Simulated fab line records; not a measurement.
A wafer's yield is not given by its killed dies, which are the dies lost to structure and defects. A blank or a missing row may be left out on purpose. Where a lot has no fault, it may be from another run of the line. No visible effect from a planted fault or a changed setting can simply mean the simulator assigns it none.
Matching of chambers / flow gf180mcu / GF_PASSIVATION_ETCH_11 on rie-diel-02: 4 sister chambers
The step etches the open film in CF4/O2, stops on TiN, target depth 1800 nm, time 400 s. 4 wafers are shown with their chamber, then 10 later ones without.

## WAFERS PAIRED WITH THEIR CHAMBERS
wafer=L082.6; chamber=1; drypump-motor-current-A (A)=5.6
wafer=L087.2; chamber=0; drypump-motor-current-A (A)=5.6
wafer=L091.2; chamber=3; drypump-motor-current-A (A)=6.6
wafer=L091.4; chamber=2; drypump-motor-current-A (A)=5.2

## WAFERS WITHOUT THEIR CHAMBER
wafer=L091.5; drypump-motor-current-A (A)=6.5
wafer=L093.3; drypump-motor-current-A (A)=5.6
wafer=L093.5; drypump-motor-current-A (A)=5.6
wafer=L093.6; drypump-motor-current-A (A)=5.6
wafer=L095.1; drypump-motor-current-A (A)=5.2
wafer=L095.2; drypump-motor-current-A (A)=5.6
wafer=L095.3; drypump-motor-current-A (A)=5.6
wafer=L097.1; drypump-motor-current-A (A)=5.6
wafer=L097.5; drypump-motor-current-A (A)=5.6
wafer=L097.6; drypump-motor-current-A (A)=6.5

## CHAMBER TAKEN BY EACH
wafer=L091.5; from the rows above=3; in truth=3
wafer=L093.3; from the rows above=can't be placed: 0 or 1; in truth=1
wafer=L093.5; from the rows above=can't be placed: 0 or 1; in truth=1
wafer=L093.6; from the rows above=can't be placed: 0 or 1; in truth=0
wafer=L095.1; from the rows above=2; in truth=2
wafer=L095.2; from the rows above=can't be placed: 0 or 1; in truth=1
wafer=L095.3; from the rows above=can't be placed: 0 or 1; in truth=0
wafer=L097.1; from the rows above=can't be placed: 0 or 1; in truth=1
wafer=L097.5; from the rows above=can't be placed: 0 or 1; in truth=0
wafer=L097.6; from the rows above=3; in truth=3
Placed correctly: 3 of 10. Not placeable from these rows: 7 (in 7, the candidates include the true chamber). Wrongly placed: 0.
How it was worked out, from the rows above alone: a wafer's distance from a chamber is the root of the sum, over the readings, of the square of ((its reading less the chamber's mean) divided by the reading's scatter). If the next closest chamber is less than 2 further off than the closest, the wafer can't be placed; otherwise it belongs to the closest. For every chamber, the mean is computed from those of its wafers that are shown. The scatter: root of mean squared gap, hidden wafer to nearest shown wafer, with one shown wafer a chamber.
